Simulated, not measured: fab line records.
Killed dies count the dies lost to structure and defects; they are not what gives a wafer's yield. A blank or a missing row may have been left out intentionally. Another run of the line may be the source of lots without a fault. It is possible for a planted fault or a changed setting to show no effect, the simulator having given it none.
fab line records	flow gf180mcu
record: lots: 6	wafers: 18	last_day: 33
route steps=602 shown SAB@275 SALICIDE@278 CONTACT@287 PASSIVATION@602
lots with no fault: from the same line, run without faults
start_h: hours from the record's first day to the start of the lot's first wafer shown	wait_h: hours elapsed since this lot's preceding step	" repeats the value in the row above	L1.1+2: one row covering several wafers at once	- no value, or no start was given	* or withheld: withheld	< > ~ a bound
route shown NAME@n: a module of which the file shows steps, and the number in the route of the first	usual: mean/standard deviation of fault-free wafers	same: alike in all rows	chamber/n: place in a boat	sites: per-site readings	_std_site: how widely they spread, as a standard deviation	_edge_site: outer sites' mean less inner sites'	radius_mm: how far each site lies from the wafer's centre	mask NAME#n: copy n	behind: the tool/chamber that last shaped the wafer	hold: cause of the lot's hold/its duration in hours/its outcome	device: the n, p or np transistor that did not switch	end of line: the same wafers' tests at the end of the route	step lacking rows: just its recipe	killed: dies that structure and defects cost at the first sort, which is not the same as the wafer's yield	map: a wafer's dies, x killed, . not, _ none there
set.NAME: the setting as run; set.NAME@STEP: as run at that earlier step	model.NAME: the simulator's own value behind a step, which no gauge read
lots seen at some steps along the route; tables by step, rows by wafer
services: from which hour (start_h, from the record's first day; less than 0 if before it) a tool's chamber was out of use, for how many hours, and why
== steps ==
step: GF_SAB_ETCH_11
recipe: chemistry: C4F8/O2/Ar	mask_material: NOVOLAK	target: SiO2	target_depth_nm: 55	source_w: 1500	bias_w: 1200	pressure_mtorr: 40	c4f8_flow_sccm: withheld	O2_flow_sccm: 6	Ar_flow_sccm: 300	time_s: 8.5
usual: chamber_pressure_mTorr: 40.00/0.039	oes_product_au: 0.999/0.01
lot.wafer	tool	chamber	start_h	wait_h	chamber_pressure_mTorr	oes_product_au	rf_hours_counter_h
L644.1	rie_diel-03	1	368.97	0.0	39.95	1.007	19
L644.4	"	0	"	"	40.01	0.988	9
L644.5	"	3	"	"	39.95	0.991	-
L646.4	rie_diel-04	0	392.15	0.0	40.04	1.006	60
L646.5	"	0	"	"	40.01	1.002	-
L646.6	"	3	"	"	40.04	1.014	-
L652.1	rie_diel-03	0	444.99	0.0	39.97	0.997	10
L652.2	"	2	"	"	40.00	1.004	15
L652.5	"	1	"	"	40.02	1.020	-
L657.2	rie_diel-03	1	492.07	0.0	40.02	1.004	22
L657.5	"	2	"	"	39.99	0.995	-
L657.6	"	1	"	"	39.98	1.009	-
L659.4	rie_diel-03	1	504.52	0.0	40.04	1.012	22
L659.5	"	3	"	"	40.03	0.991	-
L659.6	"	0	"	"	40.04	0.993	-
L660.3	rie_diel-01	1	514.09	0.0	39.97	0.995	3
L660.5	"	2	"	"	39.95	1.002	-
L660.6	"	1	"	"	39.98	0.999	-
step: GF_SAB_WET_ETCH_12
recipe: chemistry: dHF	target_depth_nm: 22	dry: n2_spin	target: SiO2	temp_c: 25	dilution: 100:1	time_s: 440
step: GF_SAB_STRIP_13
recipe: chemistry: O2/N2	power_w: 1400	pressure_mtorr: 1500	platen_temp_c: 250	o2_flow_sccm: 3000	n2_flow_sccm: 300	overash_fraction: 0.5
usual: chamber_pressure_mTorr: 1500.2/1.4	drypump_motor_current_A: 5.8/0.37	heater_power_w: 317/33	n2_flow_sccm: 300.1/0.86	oes_product_au: 0.709/0.0047	strip_time_to_endpoint_s: 12.61/0.039
lot.wafer	tool	chamber	start_h	wait_h	chamber_pressure_mTorr	drypump_motor_current_A	heater_power_w	n2_flow_sccm	oes_product_au	rf_hours_counter_h	strip_time_to_endpoint_s
L644.1	plasma_asher-02	1	369.12	0.0	1500.6	5.5	297	299.4	0.710	68	12.57
L644.4	"	0	"	"	1501.4	6.2	334	300.1	0.710	-	12.59
L644.5	"	0	"	"	1499.0	6.2	322	300.5	0.708	-	12.60
L646.4	plasma_asher-04	1	392.34	0.0	1499.9	6.2	293	300.0	0.714	-	12.62
L646.5	"	0	"	"	1500.6	5.9	380	300.8	0.718	-	12.63
L646.6	"	1	"	"	1500.8	6.2	296	301.0	0.704	-	12.65
L652.1	plasma_asher-02	0	445.15	0.0	1503.6	6.2	341	300.6	0.712	76	12.60
L652.2	"	1	"	"	1500.3	5.5	293	300.1	0.708	76	12.61
L652.5	"	1	"	"	1499.5	5.5	294	300.4	0.706	-	12.63
L657.2	plasma_asher-02	1	492.22	0.0	1501.5	5.5	290	300.2	0.713	81	12.65
L657.5	"	1	"	"	1499.9	5.5	290	299.4	0.699	-	12.69
L657.6	"	0	"	"	1501.4	6.2	340	301.1	0.703	-	12.63
L659.4	plasma_asher-02	0	504.70	0.0	1500.6	6.2	341	300.7	0.703	-	12.64
L659.5	"	1	"	"	1500.3	5.5	286	300.6	0.701	-	12.59
L659.6	"	0	"	"	1500.7	6.2	333	299.3	0.714	-	12.63
L660.3	plasma_asher-02	0	514.43	0.0	1498.7	6.2	335	300.4	0.718	-	12.56
L660.5	"	1	"	"	1500.3	5.5	298	298.5	0.712	-	12.57
L660.6	"	0	"	"	1499.1	6.2	338	298.9	0.703	-	12.59
step: GF_SALICIDE_CLEAN_00
recipe: chemistry: SC1/SC2	mix: 1:4:20	temp_c: 70	time_s: 150
step: GF_SALICIDE_WET_ETCH_01
recipe: chemistry: dHF	target_depth_nm: 5	dry: ipa_marangoni	target: SiO2	temp_c: 25	dilution: 100:1	time_s: 100
step: GF_SALICIDE_SPUTTER_02
recipe: material: Co	target_thk_nm: 10	power_w: 1000	time_s: 20	chamber_pressure_pa: 0.4
step: GF_SALICIDE_SPUTTER_03
recipe: material: TiN	target_thk_nm: 20	power_w: 6500	time_s: 16.7	chamber_pressure_pa: 0.4
step: GF_SALICIDE_RS_MEAS_04
recipe: thk_meas_gauge: four-point-probe	reads: TiN_of_SALICIDE_SPUTTER_03+Co_of_SALICIDE_SPUTTER_02
usual: SALICIDE_TIN_RS: 16.29/0.27
lot.wafer	tool	chamber	start_h	wait_h	SALICIDE_TIN_RS[ohm/sq]
L644.1	film_metro-03	-	369.36	0.0	16.55
L644.4	"	-	"	"	16.44
L644.5	"	-	"	"	16.59
L646.4	film_metro-02	-	392.61	0.1	16.03
L646.5	"	-	"	"	16.08
L646.6	"	-	"	"	16.12
L652.1	film_metro-02	-	445.39	0.0	16.07
L652.2	"	-	"	"	16.07
L652.5	"	-	"	"	16.09
L657.2	film_metro-02	-	492.48	0.0	16.14
L657.5	"	-	"	"	16.37
L657.6	"	-	"	"	16.18
L659.4	film_metro-02	-	504.97	0.1	16.60
L659.5	"	-	"	"	16.44
L659.6	"	-	"	"	16.61
L660.3	film_metro-02	-	514.68	0.1	16.48
L660.5	"	-	"	"	16.57
L660.6	"	-	"	"	16.06
step: GF_SALICIDE_THK_MEAS_05
recipe: thk_meas_gauge: xrf	reads: TiN_of_SALICIDE_SPUTTER_03
usual: SALICIDE_TIN_THK: 20.04/0.18
lot.wafer	tool	chamber	start_h	wait_h	SALICIDE_TIN_THK[nm]
L644.1	film_metro-03	-	369.48	0.1	20.23
L644.4	"	-	"	"	20.23
L644.5	"	-	"	"	20.23
L646.4	film_metro-02	-	392.70	0.1	19.87
L646.5	"	-	"	"	19.66
L646.6	"	-	"	"	19.96
L652.1	film_metro-02	-	445.51	0.1	20.26
L652.2	"	-	"	"	20.31
L652.5	"	-	"	"	20.20
L657.2	film_metro-02	-	492.59	0.1	19.97
L657.5	"	-	"	"	20.30
L657.6	"	-	"	"	19.89
L659.4	film_metro-02	-	505.06	0.1	19.94
L659.5	"	-	"	"	19.71
L659.6	"	-	"	"	19.94
L660.3	film_metro-02	-	514.78	0.1	19.82
L660.5	"	-	"	"	19.78
L660.6	"	-	"	"	19.92
step: GF_SALICIDE_RTA_06
recipe: temp_c: 530	time_s: 30	ambient: N2
usual: lamp_power_pct: 6.40/0.06	wafer_temp_C_max: 531.6/0.64
lot.wafer	tool	chamber	start_h	wait_h	lamp_power_pct	wafer_temp_C_max
L644.1	rtp_anneal-02	0	369.54	0.1	6.45	530.9
L644.4	"	0	"	"	6.45	530.9
L644.5	"	0	"	"	6.44	531.4
L646.4	rtp_anneal-01	0	392.78	0.1	6.32	532.4
L646.5	"	0	"	"	6.31	532.3
L646.6	"	0	"	"	6.32	531.6
L652.1	rtp_anneal-02	0	445.57	0.1	6.45	530.6
L652.2	"	0	"	"	6.45	531.2
L652.5	"	0	"	"	6.45	531.5
L657.2	rtp_anneal-02	0	492.66	0.1	6.44	530.8
L657.5	"	0	"	"	6.44	531.4
L657.6	"	0	"	"	6.44	531.3
L659.4	rtp_anneal-01	0	505.14	0.1	6.32	532.1
L659.5	"	0	"	"	6.32	531.6
L659.6	"	0	"	"	6.31	532.7
L660.3	rtp_anneal-02	0	514.86	0.1	6.45	531.1
L660.5	"	0	"	"	6.46	531.1
L660.6	"	0	"	"	6.45	531.4
step: GF_SALICIDE_WET_ETCH_07
recipe: chemistry: SPM	target_depth_nm: 120	dry: n2_spin
step: GF_SALICIDE_RTA_08
recipe: temp_c: 800	time_s: 30	ambient: N2
step: GF_CONTACT_CVD_00
recipe: material: SiO2	target_thk_nm: 300	sigma_open_frac: 0.3	temp_c: 400	time_s: 50	sih4_flow_sccm: 60	pressure_mtorr: 6
lot.wafer	tool	chamber	start_h	wait_h
L644.1+4+5	hdpcvd-01	0,1,2	369.83	0.1
L644.1+4+5	hdpcvd-01	0,1,2	370.04	0.2
L646.4+5+6	hdpcvd-01	0,1,2	393.05	0.1
L652.1+2+5	hdpcvd-01	2,1,1	445.86	0.1
L652.1+2+5	hdpcvd-01	2,1,1	446.07	0.2
L657.2+5+6	hdpcvd-02	2,2,0	492.96	0.1
L659.4+5+6	hdpcvd-02	0,2,1	505.41	0.1
L660.3+5+6	hdpcvd-01	1,0,1	515.12	0.1
step: GF_CONTACT_THK_MEAS_01
recipe: reads: SiO2_of_CONTACT_CVD_00
usual: CONTACT_CVD_00_THK: 300.4/3
lot.wafer	tool	chamber	start_h	wait_h	CONTACT_CVD_00_THK[nm]
L644.1	film_metro-01	-	370.09	0.0	597.7
L644.4	"	-	"	"	599.1
L644.5	"	-	"	"	602.7
L646.4	film_metro-04	-	393.10	0.0	296.2
L646.5	"	-	"	"	298.6
L646.6	"	-	"	"	299.0
L652.1	film_metro-04	-	446.11	0.0	597.9
L652.2	"	-	"	"	598.1
L652.5	"	-	"	"	600.3
L657.2	film_metro-04	-	493.01	0.0	301.9
L657.5	"	-	"	"	301.4
L657.6	"	-	"	"	303.0
L659.4	film_metro-01	-	505.46	0.0	299.5
L659.5	"	-	"	"	306.3
L659.6	"	-	"	"	300.6
L660.3	film_metro-04	-	515.18	0.0	298.5
L660.5	"	-	"	"	298.3
L660.6	"	-	"	"	299.2
step: GF_CONTACT_CVD_02
recipe: material: SiO2	target_thk_nm: 860	precursor: TEOS	temp_c: 400	time_s: 95.992	rf_w: 600
step: GF_CONTACT_THK_MEAS_03
recipe: reads: SiO2_of_CONTACT_CVD_02
usual: CONTACT_CVD_02_THK: 860/12
lot.wafer	tool	chamber	start_h	wait_h	CONTACT_CVD_02_THK[nm]
L644.1	film_metro-01	-	370.22	0.0	864
L644.4	"	-	"	"	879
L644.5	"	-	"	"	868
L646.4	film_metro-01	-	393.23	0.0	876
L646.5	"	-	"	"	874
L646.6	"	-	"	"	886
L652.1	film_metro-03	-	446.28	0.1	837
L652.2	"	-	"	"	835
L652.5	"	-	"	"	852
L657.2	film_metro-01	-	493.14	0.0	861
L657.5	"	-	"	"	885
L657.6	"	-	"	"	871
L659.4	film_metro-04	-	505.62	0.1	860
L659.5	"	-	"	"	855
L659.6	"	-	"	"	858
L660.3	film_metro-03	-	515.31	0.1	841
L660.5	"	-	"	"	863
L660.6	"	-	"	"	859
step: GF_CONTACT_CMP_04
recipe: material: SiO2	down_force_psi: 4	platen_rpm: 60	pad_velocity_m_s: 0.94248
usual: edge_zone_pressure_frac: 1.000/0.0049	motor_current_A: 12.0/1.1	time_to_endpoint_s: 108/5.2
lot.wafer	tool	chamber	start_h	wait_h	edge_zone_pressure_frac	motor_current_A	time_to_endpoint_s
L644.1	cmp-02	1	370.38	0.1	1.007	11.9	106
L644.4	"	2	"	"	1.002	13.3	110
L644.5	"	3	"	"	1.000	11.2	104
L646.4	cmp-02	0	393.31	0.1	0.996	11.6	113
L646.5	"	3	"	"	1.003	11.0	111
L646.6	"	0	"	"	0.996	11.9	113
L652.2	cmp-02	3	446.34	0.0	0.995	10.8	97
L652.1	"	2	"	"	1.006	14.5	96
L652.5	"	3	"	"	0.994	11.0	99
L657.2	cmp-01	1	493.19	0.0	0.992	11.9	112
L657.5	"	1	"	"	1.001	11.5	119
L657.6	"	2	"	"	1.000	12.5	112
L659.4	cmp-02	0	505.80	0.2	1.009	11.7	109
L659.6	"	1	"	"	0.995	12.6	107
L659.5	"	2	"	"	1.002	14.3	109
L660.3	cmp-01	3	515.40	0.1	0.994	10.9	107
L660.6	"	2	"	"	1.005	12.2	111
L660.5	"	3	"	"	0.996	11.2	109
step: GF_CONTACT_BOW_MEAS_05
recipe: mode: bow
usual: CONTACT_BOW: 65/6.4
lot.wafer	tool	chamber	start_h	wait_h	CONTACT_BOW[um]
L644.1	film_metro-04	-	370.58	0.1	88
L644.4	"	-	"	"	69
L644.5	"	-	"	"	83
L646.4	film_metro-04	-	393.72	0.4	59
L646.5	"	-	"	"	60
L646.6	"	-	"	"	61
L652.1	film_metro-01	-	446.67	0.1	79
L652.2	"	-	"	"	69
L652.5	"	-	"	"	76
L657.2	film_metro-01	-	493.51	0.3	69
L657.5	"	-	"	"	63
L657.6	"	-	"	"	54
L659.4	film_metro-01	-	506.01	0.2	59
L659.5	"	-	"	"	68
L659.6	"	-	"	"	64
L660.3	film_metro-01	-	515.69	0.2	69
L660.5	"	-	"	"	67
L660.6	"	-	"	"	64
step: GF_CONTACT_DEHYDRATE_06
recipe: temp_c: 200	time_s: 60
step: GF_CONTACT_HMDS_07
recipe: prime_time_s: 60	prime_temp_c: 120
step: GF_CONTACT_COAT_08
recipe: resist: BARC	temp_c: withheld	time_s: withheld	spin_rpm: withheld	resist_thk_nm: withheld
step: GF_CONTACT_COAT_09
recipe: resist: KrF	spin_rpm: withheld	resist_thk_nm: 1000
step: GF_CONTACT_SOFTBAKE_10
recipe: temp_c: 130	time_s: 60	resist: KrF
step: GF_CONTACT_EXPOSE_11
recipe: mask_id: Contact	target_cd_nm: 220	na: 0.68	source_shape: conventional	sigma_outer: 0.6	dose_mj: 38
step: GF_CONTACT_PEB_12
recipe: peb_temp_c: 135	peb_time_s: 90	resist: KrF
step: GF_CONTACT_DEVELOP_13
recipe: develop_time_s: 60	resist: KrF	dev_temp_c: 21
step: GF_CONTACT_CD_MEAS_14
recipe: target_cd_nm: 220
usual: cd_nm: 219.7/1.9
lot.wafer	tool	chamber	start_h	wait_h	cd_nm
L644.1	cd_sem-02	-	392.67	0.1	218.1
L644.4	"	-	"	"	217.8
L644.5	"	-	"	"	217.1
L646.4	cd_sem-01	-	417.26	0.1	220.8
L646.5	"	-	"	"	221.0
L646.6	"	-	"	"	220.4
L652.1	cd_sem-02	-	470.07	0.1	219.6
L652.2	"	-	"	"	220.6
L652.5	"	-	"	"	219.2
L657.2	cd_sem-02	-	517.06	0.1	220.1
L657.5	"	-	"	"	220.7
L657.6	"	-	"	"	221.4
L659.4	cd_sem-01	-	528.90	0.1	218.9
L659.5	"	-	"	"	218.9
L659.6	"	-	"	"	217.7
L660.3	cd_sem-01	-	538.28	0.1	220.9
L660.5	"	-	"	"	219.6
L660.6	"	-	"	"	219.2
step: GF_CONTACT_OVL_MEAS_15
usual: CONTACT_OVL: -3/6.8
lot.wafer	tool	chamber	start_h	wait_h	CONTACT_OVL[nm]
L644.1	overlay-01	-	392.79	0.1	-4
L644.4	"	-	"	"	4
L644.5	"	-	"	"	3
L646.4	overlay-02	-	417.34	0.1	13
L646.5	"	-	"	"	5
L646.6	"	-	"	"	5
L652.1	overlay-01	-	470.19	0.1	-11
L652.2	"	-	"	"	-1
L652.5	"	-	"	"	-5
L657.2	overlay-02	-	517.16	0.1	0
L657.5	"	-	"	"	-6
L657.6	"	-	"	"	-1
L659.4	overlay-02	-	528.98	0.1	-3
L659.5	"	-	"	"	-5
L659.6	"	-	"	"	-8
L660.3	overlay-02	-	538.37	0.1	0
L660.5	"	-	"	"	-6
L660.6	"	-	"	"	4
step: GF_CONTACT_ETCH_16
recipe: chemistry: N2/H2	target_depth_a: withheld	overetch_a: withheld	time_s: withheld	target: BARC	ion_energy_ev: 200	source_w: 500	bias_w: 100	pressure_mtorr: 30	n2_flow_sccm: 100	h2_flow_sccm: 200
step: GF_CONTACT_ETCH_17
recipe: chemistry: C4F8/O2/Ar	mask_material: KrF	target: SiO2	stop_on: CoSi2	source_w: 1500	bias_w: 1200	pressure_mtorr: 40	c4f8_flow_sccm: withheld	O2_flow_sccm: 6	Ar_flow_sccm: 300	time_s: withheld	target_depth_a: 8600
usual: chamber_pressure_mTorr: 40.00/0.037	oes_product_au: 0.814/0.0049
lot.wafer	tool	chamber	start_h	wait_h	chamber_pressure_mTorr	oes_product_au	model.etch.depth_nm	model.CONTACT.feature_depth_nm
L644.1	rie_diel-01	1	-	-	40.07	0.973	1157	1157
L644.4	"	3	"	"	40.01	0.970	1159	1159
L644.5	"	1	"	"	39.95	0.976	1164	1164
L646.4	rie_diel-02	1	-	-	39.95	0.808	856.2	856.2
L646.5	"	0	"	"	39.96	0.812	858.4	858.4
L646.6	"	3	"	"	40.01	0.812	859.2	859.2
L652.1	rie_diel-01	3	-	-	40.06	0.959	1157	1157
L652.2	"	0	"	"	39.97	0.971	1157	1157
L652.5	"	1	"	"	40.00	0.966	1160	1160
L657.2	rie_diel-03	0	-	-	40.01	0.814	863.1	863.1
L657.5	"	0	"	"	39.97	0.814	862.1	862.1
L657.6	"	1	"	"	39.94	0.815	863	863
L659.4	rie_diel-02	2	-	-	39.98	0.814	859.3	859.3
L659.5	"	0	"	"	40.00	0.816	865.9	865.9
L659.6	"	3	"	"	39.98	0.820	859.7	859.7
L660.3	rie_diel-02	0	-	-	39.93	0.816	860	860
L660.5	"	1	"	"	40.06	0.816	859.1	859.1
L660.6	"	2	"	"	40.06	0.818	860.6	860.6
step: GF_CONTACT_STRIP_18
recipe: chemistry: O2/N2	power_w: 1400	pressure_mtorr: 1500	platen_temp_c: 250	o2_flow_sccm: 3000	n2_flow_sccm: 300	overash_fraction: 0.5
usual: chamber_pressure_mTorr: 1500.0/1.4	drypump_motor_current_A: 5.53/0.3	heater_power_w: 321/35	n2_flow_sccm: 300.0/0.97	oes_product_au: 0.581/0.0049
lot.wafer	tool	chamber	start_h	wait_h	chamber_pressure_mTorr	drypump_motor_current_A	heater_power_w	n2_flow_sccm	oes_product_au	rf_hours_counter_h
L644.1	plasma_asher-04	1	392.99	-	1498.7	6.23	286	297.7	0.578	30
L644.4	"	1	"	"	1498.1	6.23	294	298.3	0.574	-
L644.5	"	1	"	"	1499.3	6.25	292	298.2	0.582	-
L646.4	plasma_asher-01	1	417.55	-	1500.7	5.50	304	301.4	0.577	-
L646.5	"	0	"	"	1499.4	5.27	308	299.9	0.576	-
L646.6	"	1	"	"	1500.1	5.53	302	299.6	0.578	-
L652.1	plasma_asher-04	1	470.39	-	1502.1	6.25	285	300.4	0.589	39
L652.2	"	0	"	"	1499.4	5.84	381	300.5	0.582	39
L652.5	"	1	"	"	1500.8	6.26	301	301.2	0.581	-
L657.2	plasma_asher-01	0	517.36	-	1501.9	5.28	288	299.9	0.586	8
L657.5	"	0	"	"	1502.2	5.25	288	300.7	0.580	-
L657.6	"	1	"	"	1499.4	5.49	288	301.7	0.577	-
L659.4	plasma_asher-01	1	529.19	-	1501.4	5.50	283	299.1	0.578	-
L659.5	"	1	"	"	1497.8	5.50	294	298.9	0.584	-
L659.6	"	0	"	"	1503.3	5.27	290	300.4	0.576	-
L660.3	plasma_asher-01	1	538.59	-	1497.8	5.48	288	298.7	0.585	-
L660.5	"	0	"	"	1499.1	5.25	288	301.7	0.580	-
L660.6	"	1	"	"	1500.4	5.47	290	299.7	0.582	-
step: GF_PASSIVATION_PROBE_99
lot.wafer	tool	chamber	start_h	wait_h	model.etest.contact_pplus.rc_ohm	model.etest.contact_nplus.rc_ohm	model.etest.contact_poly.rc_ohm
L644.1	prober-01	-	697.05	0.1	6.488	6.49	7.119
L644.4	prober-01	-	697.20	0.2	6.248	6.279	6.751
L644.5	prober-01	-	697.25	0.2	6.238	6.503	7.331
L646.4	prober-01	-	717.49	0.2	5.182	5.328	5.939
L646.5	prober-01	-	717.54	0.2	5.155	5.238	5.829
L646.6	prober-01	-	717.59	0.2	5.244	5.361	5.868
L652.1	prober-01	-	756.15	0.1	6.446	6.255	7.015
L652.2	prober-01	-	756.20	0.1	6.283	6.039	6.854
L652.5	prober-01	-	756.35	0.2	6.562	6.352	7.05
L657.2	prober-02	-	787.25	0.1	5.034	5.23	5.614
L657.5	prober-02	-	787.40	0.2	5.358	5.007	5.898
L657.6	prober-02	-	787.45	0.2	5.012	4.987	5.782
L659.4	prober-02	-	797.26	0.2	5.418	5.275	5.869
L659.5	prober-02	-	797.31	0.2	5.359	5.275	6.033
L659.6	prober-02	-	797.36	0.2	5.355	5.459	5.746
L660.3	prober-01	-	802.93	0.2	5.111	5.09	5.468
L660.5	prober-01	-	803.03	0.2	5.378	5.326	6.298
L660.6	prober-01	-	803.08	0.2	5.381	5.309	5.942
killed by level:class
L646.4 V1:geometric_particle:open=5 M1:geometric_particle:short=4 V1:geometric_particle:short=4 V2:geometric_particle:short=4 V4:geometric_particle:open=4 V5:geometric_particle:open=4 V3:geometric_particle:open=3 CONTACT:geometric_particle:short=3
L646.5 V5:geometric_particle:open=8 V1:geometric_particle:open=6 V4:geometric_particle:open=6 CONTACT:geometric_particle:open=5 V2:geometric_particle:open=4 STI:geometric_particle:short=3 M2:geometric_particle:short=3 V2:geometric_particle:short=3
L646.6 V4:geometric_particle:short=7 STI:geometric_particle:short=5 CONTACT:geometric_particle:open=5 M4:geometric_particle:short=5 V4:geometric_particle:open=5 V2:geometric_particle:short=3 V2:geometric_particle:open=3 STI:geometric_particle:open=2
L657.2 V1:geometric_particle:open=6 V4:geometric_particle:open=6 CONTACT:geometric_particle:open=5 V2:geometric_particle:open=5 V4:geometric_particle:short=5 M1:geometric_particle:short=4 STI:geometric_particle:short=3 M5:geometric_particle:short=3
L657.5 V5:geometric_particle:open=6 STI:geometric_particle:open=4 CONTACT:geometric_particle:open=4 V1:geometric_particle:open=4 M2:geometric_particle:short=4 V3:geometric_particle:open=4 M5:geometric_particle:short=4 V2:geometric_particle:open=3
L657.6 V4:geometric_particle:open=8 V3:geometric_particle:open=6 V2:geometric_particle:open=5 V5:geometric_particle:open=4 M2:geometric_particle:short=3 M5:geometric_particle:short=3 V5:geometric_particle:short=3 STI:geometric_particle:open=2
L659.4 V1:geometric_particle:open=6 V3:geometric_particle:open=5 CONTACT:geometric_particle:open=4 V5:geometric_particle:open=4 V4:geometric_particle:open=3 STI:geometric_particle:short=2 M3:geometric_particle:short=2 M1:geometric_particle:short=2
L659.5 STI:geometric_particle:open=7 CONTACT:geometric_particle:open=5 CONTACT:geometric_particle:short=3 V5:geometric_particle:open=3 M1:geometric_particle:short=3 V5:geometric_particle:short=3 STI:geometric_particle:short=2 POLY_GATE:geometric_particle:open=2
L659.6 V1:geometric_particle:open=4 STI:geometric_particle:short=3 V4:geometric_particle:open=3 V5:geometric_particle:open=3 STI:geometric_particle:open=2 CONTACT:geometric_particle:open=2 CONTACT:geometric_particle:short=2 V1:geometric_particle:short=2
L660.3 V3:geometric_particle:short=5 STI:geometric_particle:open=4 V1:geometric_particle:open=4 V5:geometric_particle:short=4 V5:geometric_particle:open=3 CONTACT:geometric_particle:short=3 V2:geometric_particle:short=3 POLY_GATE:geometric_particle:open=2
L660.5 V2:geometric_particle:open=8 V3:geometric_particle:open=6 CONTACT:geometric_particle:open=4 V4:geometric_particle:open=4 M2:geometric_particle:short=4 STI:geometric_particle:open=3 CONTACT:geometric_particle:short=3 M1:geometric_particle:short=3
L660.6 V5:geometric_particle:open=7 V1:geometric_particle:open=6 CONTACT:geometric_particle:open=5 V4:geometric_particle:open=5 V3:geometric_particle:short=4 CONTACT:geometric_particle:short=4 V2:geometric_particle:open=4 M5:geometric_particle:short=3
== services ==
tool	chamber	start_h	hours	kind
rie_diel-02	0	352.39	1.2	repair
cmp-01	-	361.85	0.5	repair
rie_diel-01	1	366.64	1.5	repair
plasma_asher-01	-	367.62	3.5	repair
plasma_asher-04	-	368.14	0.5	repair
plasma_asher-04	-	370.12	6.4	repair
rie_diel-01	0	371.61	2.8	repair
hdpcvd-01	-	382.57	0.5	repair
rie_diel-03	1	395.04	4.0	repair
cmp-01	-	404.27	4.0	pm
hdpcvd-02	1	415.47	6.2	repair
plasma_asher-01	-	421.25	9.0	pm
plasma_asher-02	-	424.56	1.4	repair
rie_diel-01	1	441.35	3.3	repair
cmp-02	-	445.51	0.3	repair
rie_diel-03	-	446.40	5.5	repair
rie_diel-02	-	454.68	2.8	pm
cmp-02	-	460.01	1.3	repair
plasma_asher-01	-	474.50	1.2	repair
rie_diel-03	0	478.42	18.0	repair
rie_diel-02	3	507.52	5.3	repair
rie_diel-02	-	526.29	0.6	repair
rie_diel-03	0	536.02	3.0	repair
rie_diel-01	3	537.78	17.8	repair
== key ==
first_sign: step: GF_CONTACT_CVD_00	reading: visit	direction: added
effect: step: GF_CONTACT_THK_MEAS_01	reading: CONTACT_CVD_00_THK	direction: up	sigmas: 99+	usual: 300.4	struck: 599.3
effect: step: GF_CONTACT_BOW_MEAS_05	reading: CONTACT_BOW	direction: up	sigmas: 1.9	usual: 65	struck: 77
effect: step: GF_CONTACT_ETCH_17	reading: oes_product_au	direction: up	sigmas: 31	usual: 0.814	struck: 0.969
model_effect: step: GF_CONTACT_ETCH_17	value: etch.depth_nm	without: 860.7	struck: 1159
model_effect: step: GF_PASSIVATION_PROBE_99	value: etest.contact_pplus.rc_ohm	without: 5.229	struck: 6.377
met_at GF_CONTACT_CVD_00
struck_wafers L644.1,L644.4,L644.5,L652.1,L652.2,L652.5
sort_left_out L644.1,L644.4,L644.5,L652.1,L652.2,L652.5
tester_left_out L644,L652
fault: kind: repeated_step_whole	tool: hdpcvd-01,hdpcvd-02	chamber: -	onset_h: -	steps: GF_CONTACT_CVD_00	times: 1	scope: struck_lots_only
tester_left_out: of these lots the tester's yield and bins aren't shown, on N5 and GAA mostly nor the transistor test; their killed dies are dies lost to structure and defects alone, not to doping, threshold or leakage, so they don't give the yield
sort_left_out: the simulated sort isn't trusted on such a fault, so these wafers' sort isn't shown, and their yield isn't known
